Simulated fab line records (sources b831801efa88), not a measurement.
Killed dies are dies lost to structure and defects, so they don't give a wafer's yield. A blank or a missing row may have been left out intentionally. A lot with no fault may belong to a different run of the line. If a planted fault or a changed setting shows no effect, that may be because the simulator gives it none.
Struck lot and sound lot, side by side + flow sky130 + 16 steps out of a route of 708
Sound: wafers L679.1, L679.3, L679.4. Struck: wafer L685.2 (left out: L685.4, L685.5 of the same lot, which were not struck); the cause appears at the end.
For every step that has rows: the tool of each side, followed by ch and its chambers, followed by its first start. Under that, the readings that differ: sound wafers + struck wafers + difference of the means + sigmas: that difference in standard deviations of wafers without a fault.
alike: a reading whose means differ by less than 2 such deviations, as well as words and numbers matching on both sides. not compared: withheld readings; readings where some wafer has no value; bounds like >300 that might hide an equal value; numbers whose values overlap and for which the record gives no deviation.
The two part at a step that has a row with sigmas, a row that says differs or no value, or rows on one side only. When numbers do not overlap yet have no deviation, they are printed without sigmas and do not part them. A reading missing from all wafers of one side parts the sides only when that side holds two or more wafers.

SKY_VIA1_CMP_02: polishes SiO2.
  sound on cmp-02 ch 1,2,3, day 35 02:40; struck on cmp-01 ch 2, day 38 08:55
  alike: motor current A
SKY_VIA1_BOW_MEAS_03:
  sound: film metro-03 at day 35 02:58; struck: film metro-03 at day 38 09:08
  alike: VIA1_BOW
then, 8 steps without rows for these wafers: SKY_VIA1_DEHYDRATE_04 (time 60 s); SKY_VIA1_HMDS_05 (prime time 60 s); SKY_VIA1_COAT_06 (resist thk 60 nm); SKY_VIA1_COAT_07 (resist thk 450 nm); SKY_VIA1_SOFTBAKE_08 (time 90 s); SKY_VIA1_EXPOSE_09 (exposes mask VIM, target cd 150 nm); SKY_VIA1_PEB_10; SKY_VIA1_DEVELOP_11 (develop time 60 s).
SKY_VIA1_CD_MEAS_12: target cd 150 nm.
  sound: cd sem-02 at day 36 05:44; struck: cd sem-01 at day 39 10:34
  alike: cd nm
SKY_VIA1_OVL_MEAS_13:
  sound: overlay-02 at day 36 05:52; struck: overlay-01 at day 39 10:40
  alike: VIA1_OVL
SKY_VIA1_ETCH_14: etches BARC in N2/H2, stops on SiO2, time 45.9 s, target depth 60 nm.
  sound on rie diel-04 ch 0,1,2, day 36 05:54; struck on rie diel-01 ch 1, day 39 10:42
| reading                                     | sound             | struck | difference | sigmas |
|---------------------------------------------|-------------------|--------|------------|--------|
| rf fwd power W (W)                          | 493.5 492.1 494.0 | 413.8  | -79.4      | -40    |
| rf hours counter h (h)                      | 0 6 6             | 14     | +10        |        |
| model.KrF-thick_of_VIA1_COAT_07.thk nm (nm) | 394.3 394.4 393   | 398.1  | +4.2       |        |
  alike: drypump motor current A, h2 flow sccm, oes product au, throttle valve pct
SKY_VIA1_ETCH_15: etches SiO2 in C4F8/O2/Ar, stops on TiN, target depth 351 nm, time 54 s.
  sound on rie diel-04 ch 0,1,2, day 36 05:56; struck on rie diel-01 ch 1, day 39 10:44
| reading                                     | sound             | struck | difference | sigmas |
|---------------------------------------------|-------------------|--------|------------|--------|
| rf fwd power W (W)                          | 1470 1483 1481    | 1492   | +14        | +2     |
| rf hours counter h (h)                      | 0 6 6             | 14     | +10        |        |
| model.KrF-thick_of_VIA1_COAT_07.thk nm (nm) | 326.9 324.3 320.9 | 328.5  | +4.5       |        |
  alike: oes product au
SKY_VIA1_STRIP_16: strips in O2/N2.
  sound on plasma asher-01 ch 0,1, day 36 05:59; struck on plasma asher-04 ch 0, day 39 10:47
  alike: drypump motor current A, oes product au, strip time to endpoint s
  not compared: rf hours counter h
SKY_PAD_OPEN_PROBE_99:
  rows exist in the record for the sound wafers here (prober-02, day 47 17:44), none for the struck ones

WHERE THEY PART
At SKY_VIA1_ETCH_14 first; at SKY_PAD_OPEN_PROBE_99 last (within this record only).

WHY: what had been put in by the simulator
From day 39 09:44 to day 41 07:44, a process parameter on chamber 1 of rie diel-01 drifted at SKY_VIA1_ETCH_14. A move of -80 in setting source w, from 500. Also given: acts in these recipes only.
